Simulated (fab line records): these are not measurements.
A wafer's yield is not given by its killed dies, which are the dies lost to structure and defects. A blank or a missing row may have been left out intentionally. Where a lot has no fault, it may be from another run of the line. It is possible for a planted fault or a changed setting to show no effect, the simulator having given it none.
Which tool is to blame? + flow sky130 + 6 lots with 18 wafers sampled at 2 steps, on a route of 708 steps

WHAT THE GAUGES SHOWED, per wafer
SKY_NWELL_OVL_MEAS_10.
| lot  | measured     | on         | NWELL_00_OVL (nm) |
|------|--------------|------------|-------------------|
| L377 | day 5 17:03  | overlay-02 | -1.5 -2.9 -1.7    |
| L382 | day 6 13:45  | overlay-02 | -0.5 -2.4 0.2     |
| L385 | day 7 07:50  | overlay-01 | -0.1 1.8 -1.1     |
| L388 | day 8 01:43  | overlay-01 | -2.3 -1.5 -1.0    |
| L394 | day 9 14:18  | overlay-01 | 0.0 0.4 0.7       |
| L396 | day 10 01:09 | overlay-01 | -1.1 1.5 -2.3     |

WHAT TOOL EACH LOT RAN ON (gives the tool, then ch and the chambers of the sampled wafers, and finally the start)
| lot  | SKY_NWELL_EXPOSE_07                |
|------|------------------------------------|
| L377 | iline-stepper-01 ch 0, day 5 08:22 |
| L382 | iline-stepper-01 ch 0, day 6 05:07 |
| L385 | iline-stepper-01 ch 0, day 6 22:02 |
| L388 | iline-stepper-02 ch 0, day 7 15:04 |
| L394 | iline-stepper-02 ch 0, day 9 03:49 |
| L396 | iline-stepper-02 ch 0, day 9 14:30 |
- SKY_NWELL_EXPOSE_07: exposes mask NWM, target cd 840 nm.

THE ANSWER, worked out from the rows above alone
Rule: the usual values come from the lots themselves. The widest of any qualifying gaps counts: lots, ordered by their means at a reading, are off when they make up no more than a third of the lots, leave a main group of 4 or more, and stand apart from it by 3 or more times the standard deviation of that group's means. Not used: any main group whose means are identical at the precision the tables above print for the reading. Also off: a lot with no number at a reading for which 4 or more lots have one. The other lots that the step has rows for count as sound.
No lot is off on any of the readings shown, so nothing can be concluded from this.

WHAT WAS PUT IN BY THE SIMULATOR
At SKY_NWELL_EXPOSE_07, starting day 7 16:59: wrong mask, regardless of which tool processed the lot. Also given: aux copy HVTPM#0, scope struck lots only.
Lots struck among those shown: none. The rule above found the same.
